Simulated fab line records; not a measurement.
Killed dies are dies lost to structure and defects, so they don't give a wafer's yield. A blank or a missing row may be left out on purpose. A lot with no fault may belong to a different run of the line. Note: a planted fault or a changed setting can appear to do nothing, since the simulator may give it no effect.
fab line records	flow sky130
[record] lots = 14	wafers = 42	last_day = 50
route steps=708 shown SD_P@327 SD_N@350 LI_CONTACT@373
lots that met no fault: from a run of the same line without faults
start_h: the number of hours between the record's first day and the start of the first shown wafer of the lot	wait_h: hours elapsed since this lot's preceding step	" as in the row above	L1.1+2: a row that stands for several wafers	- value missing, or start not given	* or withheld: withheld	< > ~ a bound
route shown NAME@n: names a module that has steps shown in the file, with the first one's number in the route	usual: mean/standard deviation taken from wafers without a fault	same: alike in all rows	chamber/n: place in a boat	sites: per-site readings	_std_site: standard deviation of those values	_edge_site: inner sites' mean taken away from outer sites' mean	radius_mm: for every site, how far away it sits from the centre of the wafer	mask NAME#n: copy n	behind: tool/chamber where the wafer was last shaped	hold: cause of the lot's hold/its duration in hours/its outcome	device: the n, p or np transistor that did not switch	end of line: tests of these same wafers at the route's end	for a step that has no rows: nothing shown but its recipe	killed: dies that structure and defects cost at the first sort, which is not the same as the wafer's yield	map: a wafer's dies, x killed, . not, _ none there
set.NAME: the setting that was run; set.NAME@STEP: the one run at that earlier step	model.NAME: the simulator's own value behind a step, which no gauge read
a sample of lots followed through the steps of the route, with each step as a table and each wafer as a row
services: the hour from which a tool's chamber was out of use, counted from the record's first day as start_h (under 0 if before that day), plus the number of hours and why
[[steps]]
[step SKY_SD_P_CD_MEAS_07]
[recipe] target_cd_nm = 380
[usual] cd_nm = 379.3/2.2
lot.wafer	tool	chamber	start_h	wait_h	cd_nm
L136.1	cd_sem-02	-	582.83	0.1	375.2
L136.4	"	-	"	"	374.3
L136.6	"	-	"	"	375.0
L139.1	cd_sem-01	-	612.13	0.1	378.2
L139.4	"	-	"	"	375.6
L139.5	"	-	"	"	375.9
L142.1	cd_sem-01	-	633.87	0.1	382.6
L142.5	"	-	"	"	379.1
L142.6	"	-	"	"	379.6
L143.1	cd_sem-01	-	644.52	0.1	381.9
L143.3	"	-	"	"	381.1
L143.5	"	-	"	"	382.4
L146.2	cd_sem-02	-	671.50	0.1	380.9
L146.3	"	-	"	"	377.2
L146.4	"	-	"	"	377.5
L147.1	cd_sem-01	-	681.31	0.1	376.1
L147.2	"	-	"	"	379.3
L147.4	"	-	"	"	379.5
L148.2	cd_sem-02	-	691.84	0.1	379.2
L148.3	"	-	"	"	379.6
L148.5	"	-	"	"	378.7
L152.4	cd_sem-01	-	719.24	0.1	379.9
L152.5	"	-	"	"	378.9
L152.6	"	-	"	"	380.7
L153.4	cd_sem-01	-	728.64	0.1	381.4
L153.5	"	-	"	"	380.6
L153.6	"	-	"	"	380.9
L154.1	cd_sem-01	-	736.08	0.1	380.8
L154.5	"	-	"	"	381.2
L154.6	"	-	"	"	380.9
L155.1	cd_sem-02	-	739.27	0.1	379.9
L155.5	"	-	"	"	376.2
L155.6	"	-	"	"	377.5
L156.1	cd_sem-01	-	744.56	0.1	380.9
L156.2	"	-	"	"	378.8
L156.5	"	-	"	"	380.2
L157.2	cd_sem-01	-	754.18	0.1	375.7
L157.3	"	-	"	"	376.2
L157.4	"	-	"	"	373.8
L158.3	cd_sem-02	-	763.26	0.1	379.0
L158.4	"	-	"	"	380.9
L158.5	"	-	"	"	381.0
[step SKY_SD_N_OVL_MEAS_08]
[usual] SD_N_OVL = 0.3/1.2
lot.wafer	tool	chamber	start_h	wait_h	SD_N_OVL[nm]
L136.1	overlay-01	-	640.94	0.1	-1.9
L136.4	"	-	"	"	-2.2
L136.6	"	-	"	"	0.3
L139.1	overlay-02	-	669.30	0.1	0.4
L139.4	"	-	"	"	-1.4
L139.5	"	-	"	"	-0.8
L142.1	overlay-01	-	691.29	0.1	0.4
L142.5	"	-	"	"	-0.5
L142.6	"	-	"	"	0.6
L143.1	overlay-01	-	700.69	0.1	-0.5
L143.3	"	-	"	"	0.1
L143.5	"	-	"	"	-0.3
L146.2	overlay-02	-	726.01	0.1	-0.8
L146.3	"	-	"	"	0.5
L146.4	"	-	"	"	0.5
L147.1	overlay-01	-	736.74	0.1	1.6
L147.2	"	-	"	"	-0.3
L147.4	"	-	"	"	1.6
L148.2	overlay-02	-	746.29	0.1	1.5
L148.3	"	-	"	"	1.9
L148.5	"	-	"	"	2.7
L152.4	overlay-02	-	772.67	0.1	0.7
L152.5	"	-	"	"	-0.2
L152.6	"	-	"	"	-0.3
L153.4	overlay-01	-	781.55	0.1	0.5
L153.5	"	-	"	"	0.9
L153.6	"	-	"	"	0.8
L154.1	overlay-02	-	789.84	0.1	0.2
L154.5	"	-	"	"	-0.8
L154.6	"	-	"	"	1.1
L155.1	overlay-01	-	792.40	0.1	0.9
L155.5	"	-	"	"	0.9
L155.6	"	-	"	"	1.1
L156.1	overlay-01	-	797.39	0.1	-1.0
L156.2	"	-	"	"	0.3
L156.5	"	-	"	"	0.1
L157.2	overlay-02	-	806.59	0.1	-0.8
L157.3	"	-	"	"	0.0
L157.4	"	-	"	"	-1.2
L158.3	overlay-02	-	816.45	0.1	1.0
L158.4	"	-	"	"	0.9
L158.5	"	-	"	"	0.3
[step SKY_LI_CONTACT_DEVELOP_11]
[recipe] develop_time_s = 60	resist = KrF-thick	dev_temp_c = 21
[usual] chill_plate_temp_C = 22.98/0.12	develop_time_s = 60/0
lot.wafer	tool	chamber	start_h	wait_h	chill_plate_temp_C	develop_time_s
L136.1	litho_track-03	0	670	-	22.88	60
L136.4	"	0	"	"	22.97	60
L136.6	"	0	"	"	22.88	60
L139.1	litho_track-01	0	699	-	22.83	60
L139.4	"	0	"	"	22.98	60
L139.5	"	0	"	"	22.82	60
L142.1	litho_track-03	0	720	-	23.15	60
L142.5	"	0	"	"	23.11	60
L142.6	"	0	"	"	23.18	60
L143.1	litho_track-03	0	730	-	22.89	60
L143.3	"	0	"	"	22.87	60
L143.5	"	0	"	"	22.91	60
L146.2	litho_track-03	-	754	-	-	-
L146.3	"	-	"	"	-	-
L146.4	"	-	"	"	-	-
L147.1	litho_track-04	-	764	-	-	-
L147.2	"	-	"	"	-	-
L147.4	"	-	"	"	-	-
L148.2	litho_track-04	0	774	-	22.97	60
L148.3	"	0	"	"	22.92	60
L148.5	"	0	"	"	22.99	60
L152.4	litho_track-04	0	799	-	23.06	60
L152.5	"	0	"	"	23.12	60
L152.6	"	0	"	"	22.94	60
L153.4	litho_track-03	0	807	-	22.95	60
L153.5	"	0	"	"	22.73	60
L153.6	"	0	"	"	22.82	60
L154.1	litho_track-03	0	816	-	23.12	60
L154.5	"	0	817	-	23.00	60
L154.6	"	0	"	"	23.17	60
L155.1	litho_track-03	0	819	-	23.05	60
L155.5	"	0	"	"	23.16	60
L155.6	"	0	"	"	23.23	60
L156.1	litho_track-01	0	825	-	22.97	60
L156.2	"	0	"	"	22.88	60
L156.5	"	0	826	-	23.04	60
L157.2	litho_track-03	0	834	-	23.12	60
L157.3	"	0	"	"	23.09	60
L157.4	"	0	"	"	23.23	60
L158.3	litho_track-03	0	844	-	22.98	60
L158.4	"	0	"	"	23.06	60
L158.5	"	0	"	"	23.01	60
[step SKY_LI_CONTACT_CVD_21]
[recipe] material = W	target_thk_nm = 400	time_s = 120.56	temp_c = 400	pressure_torr = 40
[usual] heater_power_outer_w = 519/27	heater_power_w = 832/50
lot.wafer	tool	chamber	start_h	wait_h	heater_power_outer_w	heater_power_w
L136.1	cvd_w-02	0	671.31	0.0	510	848
L136.4	"	0	"	"	522	805
L136.6	"	0	"	"	526	835
L139.1	cvd_w-02	0	699.98	0.0	523	838
L139.4	"	1	"	"	510	860
L139.5	"	0	"	"	506	835
L142.1	cvd_w-02	0	721.53	0.0	528	858
L142.5	"	0	"	"	518	821
L142.6	"	0	"	"	531	836
L143.1	cvd_w-02	0	730.93	0.0	529	834
L143.3	"	0	"	"	522	816
L143.5	"	0	"	"	525	807
L146.2	cvd_w-01	1	755.23	0.0	571	909
L146.3	"	0	"	"	465	740
L146.4	"	1	"	"	558	885
L147.1	cvd_w-02	0	765.45	0.0	516	815
L147.2	"	0	"	"	517	822
L147.4	"	0	"	"	538	829
L148.2	cvd_w-02	1	775.15	0.0	519	858
L148.3	"	1	"	"	520	867
L148.5	"	1	"	"	499	856
L152.4	cvd_w-02	1	800.08	0.1	510	869
L152.5	"	1	"	"	511	862
L152.6	"	0	"	"	508	840
L153.4	cvd_w-01	1	808.50	0.1	552	899
L153.5	"	1	"	"	551	892
L153.6	"	0	"	"	484	728
L154.1	cvd_w-01	0	818.00	0.0	473	760
L154.5	"	0	"	"	471	731
L154.6	"	1	"	"	563	894
L155.1	cvd_w-02	0	820.61	0.0	523	829
L155.5	"	1	"	"	514	832
L155.6	"	0	"	"	537	845
L156.1	cvd_w-01	1	826.83	0.0	559	932
L156.2	"	0	"	"	476	747
L156.5	"	0	"	"	479	758
L157.2	cvd_w-01	0	835.13	0.0	483	772
L157.3	"	0	"	"	473	763
L157.4	"	1	"	"	569	882
L158.3	cvd_w-01	1	845.17	0.1	563	908
L158.4	"	0	"	"	477	763
L158.5	"	1	"	"	569	902
[[services]]
tool	chamber	start_h	hours	kind
cvd_w-02	-	655.12	3.8	pm
cvd_w-01	0	671.36	14.1	repair
cvd_w-02	1	716.27	58.0	repair
cvd_w-01	1	730.77	5.7	repair
cvd_w-01	0	808.64	6.7	repair
[[key]]
[first_sign] step = SKY_LI_CONTACT_DEVELOP_11	reading = tool_record	direction = missing
effect none on later readings
met_at SKY_LI_CONTACT_DEVELOP_11
struck_lots L146,L147
later_rows_left_out L146.2,L146.3,L146.4,L147.1,L147.2,L147.4
sort_left_out L146.2,L146.3,L146.4,L147.1,L147.2,L147.4
tester_left_out L146,L147
not_acting_at SKY_SD_P_CD_MEAS_07,SKY_SD_N_OVL_MEAS_08,SKY_LI_CONTACT_CVD_21
onset_between 730 754
[fault] kind = skipped_step_whole	tool = litho_track-03,litho_track-04	chamber = -	onset_h = 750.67	steps = SKY_LI_CONTACT_DEVELOP_11	scope = struck_lots_only
// tester_left_out: of these lots the tester's yield and bins aren't shown, on N5 and GAA mostly nor the transistor test; their killed dies are dies lost to structure and defects alone, not to doping, threshold or leakage, so they don't give the yield
// sort_left_out: the simulated sort isn't trusted on such a fault, so these wafers' sort isn't shown, and their yield isn't known
// later_rows_left_out: the simulator's readings of these wafers behind a module that went badly wrong aren't trusted and aren't shown, but for the sort
